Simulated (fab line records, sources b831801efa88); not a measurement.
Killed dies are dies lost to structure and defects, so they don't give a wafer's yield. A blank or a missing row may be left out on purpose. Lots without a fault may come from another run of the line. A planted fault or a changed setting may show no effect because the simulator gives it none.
Chamber matching | flow sky130 | SKY_CONTACT_ETCH_17 on rie_diel-03: 4 sister chambers
The step etches SiO2 in C4F8/O2/Ar, stops on Si3N4, target depth 340 nm. 18 wafers are shown with their chamber, then 9 later ones without.

WAFERS WITH THEIR CHAMBER
wafer  | chamber | oes_product_au (a.u.)
L077.1 | 3       | 0.887
L077.3 | 0       | 0.901
L077.4 | 2       | 0.902
L080.1 | 3       | 0.885
L080.2 | 0       | 0.892
L080.6 | 2       | 0.896
L081.2 | 1       | 0.888
L081.4 | 2       | 0.889
L081.6 | 1       | 0.889
L082.2 | 3       | 0.893
L082.3 | 1       | 0.895
L082.4 | 0       | 0.898
L084.1 | 1       | 0.895
L084.3 | 2       | 0.885
L084.6 | 1       | 0.897
L085.1 | 1       | 0.894
L085.2 | 3       | 0.891
L085.4 | 2       | 0.891

SIGNATURES (means of the wafers above)
reading        | chamber 0 | chamber 1 | chamber 2 | chamber 3 | scatter within a chamber
oes_product_au | 0.89700   | 0.89300   | 0.89260   | 0.88900   | 0.00479
Rule: a wafer's distance from a chamber is the root of the sum, over the readings, of the square of ((its reading less the chamber's mean) divided by the reading's scatter). The wafer belongs to the nearest chamber; if the next one is less than 2 further off, it can't be placed. The scatter: the root of (the sum of the squares of (reading less its chamber's mean) over the shown wafers, divided by (wafers less chambers)).

WAFERS WITHOUT THEIR CHAMBER
wafer  | oes_product_au (a.u.)
L087.1 | 0.887
L087.3 | 0.894
L087.4 | 0.893
L090.1 | 0.888
L090.5 | 0.893
L090.6 | 0.890
L094.2 | 0.898
L094.3 | 0.887
L094.4 | 0.894

WHICH CHAMBER EACH WENT THROUGH
wafer  | from the rows above               | in truth
L087.1 | can't be placed: 3 or 2 or 1 or 0 | 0
L087.3 | can't be placed: 1 or 2 or 0 or 3 | 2
L087.4 | can't be placed: 1 or 2 or 0 or 3 | 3
L090.1 | can't be placed: 3 or 2 or 1 or 0 | 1
L090.5 | can't be placed: 1 or 2 or 0 or 3 | 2
L090.6 | can't be placed: 3 or 2 or 1 or 0 | 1
L094.2 | can't be placed: 0 or 1 or 2 or 3 | 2
L094.3 | can't be placed: 3 or 2 or 1 or 0 | 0
L094.4 | can't be placed: 1 or 2 or 0 or 3 | 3
Placed correctly: 0 of 9. Can't be placed from these rows: 9 (the true chamber is among the candidates in 9). Placed wrongly: 0.
